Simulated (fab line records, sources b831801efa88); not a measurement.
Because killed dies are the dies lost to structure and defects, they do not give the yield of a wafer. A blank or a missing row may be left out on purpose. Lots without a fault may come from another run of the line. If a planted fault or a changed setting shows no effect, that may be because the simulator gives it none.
A lot that was struck, set against a sound lot -- flow sky130 -- 15 out of 708 route steps
Sound: wafers L182.1, L182.3, L182.6. The struck wafers were L179.3, L179.5, L179.6. The cause comes at the end.
Per side, at each step with rows, come the tool, then ch with its chambers, and then its first start. Under that, the readings that differ: sound wafers -- struck wafers -- difference of the means -- sigmas: that difference in standard deviations of wafers without a fault.
alike: same words and numbers on both sides, and readings whose means sit less than 2 such deviations apart. not compared: any withheld reading, any reading some wafer has no value for, any bound like >300 that may hide the same value, and any number with overlapping values for which the record gives no deviation.
The two part at a step that has a row with sigmas, a row that says differs or no value, or rows on one side only. Numbers that have no deviation but don't overlap get no sigmas and don't part them. A reading that every wafer of one side lacks parts them only if that side has two wafers or more.

first, 6 steps without rows for these wafers: SKY_METAL3_COAT_07 (resist thk 60 nm); SKY_METAL3_COAT_08 (resist thk 1140 nm); SKY_METAL3_SOFTBAKE_09 (time 90 s); SKY_METAL3_EXPOSE_10 (exposes mask MM3, target cd 300 nm); SKY_METAL3_PEB_11; SKY_METAL3_DEVELOP_12 (develop time 60 s).
SKY_METAL3_CD_MEAS_13 targets a cd of 300 nm.
  sound on cd-sem-02 at day 42 22:44; struck on cd-sem-01 at day 42 04:28
reading,sound,struck,difference,sigmas
cd-nm (nm),300.2 300.7 299.2,297.3 296.7 296.1,-3.3,-2
SKY_METAL3_OVL_MEAS_14:
  sound on overlay-02 at day 42 22:52; struck on overlay-01 at day 42 04:34
  alike: METAL3_OVL
SKY_METAL3_DESCUM_15: chemistry O2, time 8 s.
  sound on rie-metal-01 ch 0,1, day 42 22:54; struck on rie-metal-04 ch 0,1, day 42 04:35
reading,sound,struck,difference,sigmas
drypump-motor-current-A (A),6.5 6.5 5.9,4.8 5.1 4.7,-1.4,-2
  alike: oes-product-au
  not compared: rf-hours-counter-h
SKY_METAL3_ETCH_16: etches BARC in N2/H2, stops on SiO2, time 88.2 s, target depth 60 nm.
  sound on rie-metal-01 ch 0,1, day 42 22:56; struck on rie-metal-04 ch 0,1, day 42 04:39
reading,sound,struck,difference,sigmas
drypump-motor-current-A (A),6.5 6.5 5.9,4.8 5.1 4.8,-1.4,-2
  alike: n2-flow-sccm, oes-product-au, throttle-valve-pct
  not compared: rf-hours-counter-h
SKY_METAL3_ETCH_17: etches SiO2 in C4F8/O2/Ar, stops on TiN, time 3.9 s, target depth 15 nm.
  sound on rie-diel-02 ch 2,3, day 42 23:02; struck on rie-diel-01 ch 0,1, day 42 04:43
  alike: oes-product-au
  not compared: rf-hours-counter-h
SKY_METAL3_METAL_ETCH_18: etches the open film in Cl2/BCl3, stops on SiO2, target depth 845 nm, time 183.1 s.
  sound on rie-metal-04 ch 0, day 42 23:03; struck on rie-metal-03 ch 0,1, day 42 04:47
  alike: drypump-motor-current-A, oes-product-au, throttle-valve-pct
  not compared: rf-hours-counter-h
SKY_METAL3_STRIP_19: strips in O2/N2.
  sound on plasma-asher-02 ch 0,1, day 42 23:13; struck on plasma-asher-02 ch 0,1, day 42 04:56
  no value came back on the struck wafers for any of 6 readings (chamber-pressure-mTorr (mTorr), drypump-motor-current-A (A) and others); on the sound wafers chamber-pressure-mTorr (mTorr) reads 1501.4 1499.8 1501.6
reading,sound,struck,difference,sigmas
model.KrF-thick_of_METAL3_COAT_08.thk-nm (nm),0 0 0,529.9 533.6 543.9,+535.8,
  not compared: rf-hours-counter-h
then, 1 step without rows for these wafers: SKY_METAL3_STRIP_20 (strips in post etch residue remover, time 1200 s).
-- the record jumps here: 7 days lie between the struck wafers' starts before and after (it left off in module METAL3 and takes up again in module PAD_OPEN, whose first step shown is number 708 of the route) --
SKY_PAD_OPEN_PROBE_99:
  sound on prober-02 at day 49 08:31; struck on prober-01 at day 48 17:04
reading,sound,struck,difference,sigmas
hold,- - -,await-dispo/4.2h/scrap await-dispo/4.2h/scrap await-dispo/4.2h/scrap,no value on the sound wafers,
defect-limited-yield (%),79.5 80.7 80.1,0 0 0,-80,-47
killed_at_M0_to_M3,46 56 54,454 443 441,+394,+59
killed-dies,101 95 98,492 492 492,+394,+46
killed-on-rim,17 21 20,96 96 96,+77,+20
sort_bin_5_function (%),14.6 10.2 12.4,94.5 94.1 93.9,+81.8,+51
sort-n-pass,391 397 394,0 0 0,-394,-46
sort-yield-pct (%),79.5 80.7 80.1,0 0 0,-80,-47
  alike: killed_at_M4_up, killed-at-contacts, killed-at-front-end, killed-at-other, killed-open, killed-short, sort_bin_3_pad_short, sort_bin_6_memory

WHERE THEY PART
At SKY_METAL3_CD_MEAS_13 first; at SKY_PAD_OPEN_PROBE_99 last (within this record only).

WHY: the cause the simulator had injected
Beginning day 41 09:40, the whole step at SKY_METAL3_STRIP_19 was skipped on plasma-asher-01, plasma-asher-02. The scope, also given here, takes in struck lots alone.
